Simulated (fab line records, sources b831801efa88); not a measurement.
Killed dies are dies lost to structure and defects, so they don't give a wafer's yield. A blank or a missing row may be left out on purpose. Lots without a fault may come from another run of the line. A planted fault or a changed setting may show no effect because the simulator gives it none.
Which tool did it? | flow gf180mcu | 14 lots, 41 wafers sampled, at 3 steps of a route of 602

WHAT THE GAUGES READ, wafer by wafer
GF_POLY_GATE_CD_MEAS_10: target cd 280 nm. Usual: cd_nm 280.3 nm, standard deviation 1.1.
lot  | measured     | on        | cd_nm (nm)        | flag
L229 | day 9 13:05  | cd_sem-01 | 280.8 278.8 280.3 |
L230 | day 10 01:34 | cd_sem-01 | 280.7 279.2 278.6 |
L231 | day 10 05:58 | cd_sem-01 | 282.7 281.9 281.3 |
L232 | day 10 16:05 | cd_sem-01 | 281.0 281.3 280.8 |
L233 | day 10 22:22 | cd_sem-02 | 280.9 280.2 278.3 |
L234 | day 11 06:14 | cd_sem-01 | 280.6 280.2       |
L235 | day 11 15:44 | cd_sem-02 | 278.8 277.7 279.9 |
L237 | day 12 04:29 | cd_sem-02 | 280.9 281.9 281.4 |
L239 | day 12 20:31 | cd_sem-01 | 292.4 294.3 294.8 | OFF
L242 | day 13 17:38 | cd_sem-02 | 292.3 294.1 293.7 | OFF
L245 | day 14 13:48 | cd_sem-02 | 281.1 280.4 279.7 |
L246 | day 14 22:01 | cd_sem-02 | 280.0 279.5 279.8 |
L249 | day 16 06:29 | cd_sem-01 | 278.9 279.5 278.2 |
L250 | day 16 08:27 | cd_sem-02 | 279.1 279.1 279.9 |

GF_POLY_GATE_CD_MEAS_18. Usual: cd_nm 280.6 nm, standard deviation 2.4.
lot  | measured     | on        | cd_nm (nm)        | flag
L229 | day 9 15:28  | cd_sem-01 | 282.2 279.3 278.6 |
L230 | day 10 03:17 | cd_sem-01 | 278.2 279.5 277.7 |
L231 | day 10 07:41 | cd_sem-01 | 285.2 277.9 279.5 |
L232 | day 10 18:39 | cd_sem-01 | 279.7 282.3 280.4 |
L233 | day 11 00:48 | cd_sem-02 | 281.0 281.7 280.7 |
L234 | day 11 09:25 | cd_sem-01 | 283.5 278.7       |
L235 | day 11 18:53 | cd_sem-01 | 278.0 276.6 282.4 |
L237 | day 12 06:20 | cd_sem-02 | 280.7 279.2 285.2 |
L239 | day 12 22:14 | cd_sem-01 | 291.8 297.1 295.3 | OFF
L242 | day 13 21:01 | cd_sem-02 | 295.2 297.2 293.8 | OFF
L245 | day 14 16:04 | cd_sem-01 | 282.7 276.8 281.8 |
L246 | day 15 00:44 | cd_sem-01 | 279.4 278.5 279.9 |
L249 | day 16 08:13 | cd_sem-01 | 276.0 278.6 275.4 |
L250 | day 16 10:11 | cd_sem-02 | 278.3 276.5 281.2 |

WHICH TOOL RAN EACH LOT (tool, then ch and the chambers of the sampled wafers, then the start)
lot  | GF_POLY_GATE_PEB_08
L229 | litho_track-02 ch 0, day 9 12:45
L230 | litho_track-04 ch 0, day 10 01:13
L231 | litho_track-04 ch 0, day 10 05:37
L232 | litho_track-01 ch 0, day 10 15:46
L233 | litho_track-04 ch 0, day 10 22:01
L234 | litho_track-01 ch 0, day 11 05:53
L235 | litho_track-01 ch 0, day 11 15:25
L237 | litho_track-01 ch 0, day 12 04:10
L239 | litho_track-01 ch 0, day 12 20:10
L242 | litho_track-01 ch 0, day 13 17:19
L245 | litho_track-04 ch 0, day 14 13:27
L246 | litho_track-02 ch 0, day 14 21:40
L249 | litho_track-01 ch 0, day 16 06:08
L250 | litho_track-04 ch 0, day 16 08:06
- GF_POLY_GATE_PEB_08: peb time 90 s.

WHAT THE TOOLS THEMSELVES READ (means of the sampled wafers that have a number; where no wafer has one, the mark that the record gives instead)
GF_POLY_GATE_PEB_08. Usual: heater_power_total_W 85.70 W, standard deviation 0.082.
lot  | tool           | heater_power_total_W (W) | flag
L229 | litho_track-02 | 85.68                    |
L230 | litho_track-04 | 85.70                    |
L231 | litho_track-04 | 85.69                    |
L232 | litho_track-01 | 85.70                    |
L233 | litho_track-04 | 85.72                    |
L234 | litho_track-01 | 85.81                    |
L235 | litho_track-01 | 85.73                    |
L237 | litho_track-01 | 85.71                    |
L239 | litho_track-01 | 98.90                    | OFF
L242 | litho_track-01 | 98.90                    | OFF
L245 | litho_track-04 | 85.76                    |
L246 | litho_track-02 | 85.61                    |
L249 | litho_track-01 | 85.76                    |
L250 | litho_track-04 | 85.75                    |

THE ANSWER, worked out from the rows above alone
Rule: a lot is off if the mean of its wafers that have a number lies more than 3 standard deviations from the usual mean. A lot without any number at a reading at which 4 lots or more have one is off too. The other lots that the step has rows for count as sound. The gauges are gone through in route order, then the tools' own readings, and for those a lot's mean is taken as printed above. The first step at which some lot is off is used, and at that step the reading that is off furthest; a lot without a number counts as furthest.
Off: L239, L242, at GF_POLY_GATE_CD_MEAS_10 (cd_nm).
A tool fits if, at a process step before that reading, it ran every lot that is off, and no sound lot after the first of them. The gauges at GF_POLY_GATE_CD_MEAS_10 aren't tried: what is off there is off at GF_POLY_GATE_PEB_08 too, on other tools, and a gauge's error can't cause that. None of those tried fits.

WHAT THE SIMULATOR HAD PUT IN
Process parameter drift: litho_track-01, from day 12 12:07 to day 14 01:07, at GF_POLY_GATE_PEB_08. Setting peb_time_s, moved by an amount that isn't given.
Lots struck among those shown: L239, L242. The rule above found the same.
